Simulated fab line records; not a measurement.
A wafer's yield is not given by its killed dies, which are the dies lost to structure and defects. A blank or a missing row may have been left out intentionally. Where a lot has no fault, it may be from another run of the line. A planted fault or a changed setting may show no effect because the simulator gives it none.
A struck lot beside a sound one -- flow sky130 -- 21 steps out of a route of 708
Sound: wafers L474.1, L474.4, L474.5. The struck wafers were L470.2, L470.3, L470.4. Last of all comes the cause.
At each step with rows: each side's tool, then ch and its chambers, then its first start. Under that, the readings that differ: sound wafers -- struck wafers -- difference of the means -- sigmas: that difference in standard deviations of wafers without a fault.
alike: words and numbers the same on both sides, and readings whose means are apart by under 2 such deviations; not compared: readings that were withheld, readings missing a value for some wafer, numbers with overlapping values and no deviation given by the record, and bounds like >300 which may hide the same value.
A row with sigmas, a row that says differs or no value, or rows on one side alone: a step with any of these is where the two part. Numbers that have no deviation but don't overlap get no sigmas and don't part them. Lack of a reading on every wafer of one side parts them only where that side has two or more wafers.

first, 1 step without rows for these wafers: SKY_RES_XHIGH_IMPLANT_07.
SKY_RES_XHIGH_STRIP_08: strips in O2/N2.
  sound on plasma_asher-04 ch 0,1, day 30 19:53; struck on plasma_asher-02 ch 0,1, day 29 16:13
  alike: drypump_motor_current_A, o2_flow_sccm, oes_product_au, strip_time_to_endpoint_s
  not compared: rf_hours_counter_h
SKY_RES_XHIGH_TW_MEAS_09:
  sound on film_metro-02 at day 30 19:59; struck on film_metro-02 at day 29 16:19
  alike: RES_XHIGH_TW
then, 7 steps without rows for these wafers: SKY_SD_N_DEHYDRATE_00 (time 60 s); SKY_SD_N_HMDS_01 (prime time 60 s); SKY_SD_N_COAT_02 (resist thk 1140 nm); SKY_SD_N_SOFTBAKE_03 (time 60 s); SKY_SD_N_EXPOSE_04 (exposes mask NSDM, target cd 380 nm); SKY_SD_N_PEB_05; SKY_SD_N_DEVELOP_06 (develop time 60 s).
SKY_SD_N_CD_MEAS_07 targets a cd of 380 nm.
  sound on cd_sem-01 at day 32 00:16; struck on cd_sem-02 at day 30 20:59
  alike: cd_nm
SKY_SD_N_OVL_MEAS_08:
  sound on overlay-02 at day 32 00:23; struck on overlay-02 at day 30 21:05
  alike: SD_N_OVL
SKY_SD_N_IMPLANT_09:
  sound on implanter-04 ch 0, day 32 00:25; struck on implanter-03 ch 0, day 30 21:09
reading,sound,struck,difference,sigmas
beam_energy_keV,50.000 49.988 50.012,45.373 45.344 45.358,-4.642,-99 or more
model.implant.rp_nm (nm),32.79 32.79 32.79,28.5 28.5 28.5,-4.3,
model.implant.drp_nm (nm),14.11 14.11 14.11,13.12 13.12 13.12,-0.99,
  alike: faraday_current_uA
then, 1 step without rows for these wafers: SKY_SD_N_IMPLANT_10.
SKY_SD_N_STRIP_11: strips in O2/N2.
  sound on plasma_asher-03 ch 0,1, day 32 00:43; struck on plasma_asher-03 ch 0,1, day 30 21:25
reading,sound,struck,difference,sigmas
strip_time_to_endpoint_s (s),22.57 22.51 22.57,21.87 21.87 21.84,-0.69,-13
  alike: drypump_motor_current_A, o2_flow_sccm, oes_product_au
  not compared: rf_hours_counter_h
SKY_SD_N_TW_MEAS_12:
  sound on film_metro-01 at day 32 00:49; struck on film_metro-04 at day 30 21:32
reading,sound,struck,difference,sigmas
SD_N_TW,4039 4024 4027,3858 3873 3862,-166,-4
then, 1 step without rows for these wafers: SKY_SD_N_CLEAN_13 (cleans in SC1/SC2, time 150 s).
SKY_SD_N_RTA_14: time 2 s.
  sound on rtp_anneal-01 ch 0, day 32 00:56; struck on rtp_anneal-02 ch 0, day 30 21:38
reading,sound,struck,difference,sigmas
lamp_power_pct (%),15.83 15.80 15.79,15.65 15.67 15.72,-0.13,-2
  alike: anneal_temp_c_max, wafer_temp_C_max
SKY_SD_N_RS_MEAS_16: measures by four-point-probe.
  sound on film_metro-02 at day 32 01:07; struck on film_metro-02 at day 30 21:50
reading,sound,struck,difference,sigmas
SD_N_RS (ohm/sq),68.59 68.81 68.47,71.99 72.22 72.07,+3.47,+35
SKY_SD_N_RS_MEAS_17: measures by four-point-probe.
  sound on film_metro-02 at day 32 01:14; struck on film_metro-02 at day 30 21:57
  alike: SD_P_RS
-- the record jumps here: 17 days lie between the struck wafers' starts before and after (it left off in module SD_N and takes up again in module PAD_OPEN, whose first step shown is number 708 of the route) --
SKY_PAD_OPEN_PROBE_99:
  sound on prober-01 at day 48 21:08; struck on prober-01 at day 48 00:38
reading,sound,struck,difference,sigmas
model.etest.res_ndiff.line_ohm_um,749.5 748.7 753.5,829.7 838.3 824.2,+80.2,
model.etest.res_ndiff.rs_ohm_sq,119.5 119.6 119.2,128.4 129.6 127.5,+9.1,
model.etest.res_ndiff_hv.rs_ohm_sq,113 113 114.2,121.9 122.7 121.6,+8.7,
  alike: killed_at_M0_to_M3, killed_at_M4_up, killed_at_contacts, killed_at_front_end, killed_dies, killed_open, killed_short

== WHERE THEY PART ==
First at SKY_SD_N_IMPLANT_09; last, within this record, at SKY_SD_N_RS_MEAS_16. Later steps at which nothing parts them and some readings are alike: SKY_SD_N_RS_MEAS_17, SKY_PAD_OPEN_PROBE_99.

WHY: whatever the simulator had introduced
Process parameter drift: implanter-03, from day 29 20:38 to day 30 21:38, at SKY_SD_N_IMPLANT_09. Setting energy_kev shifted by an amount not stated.
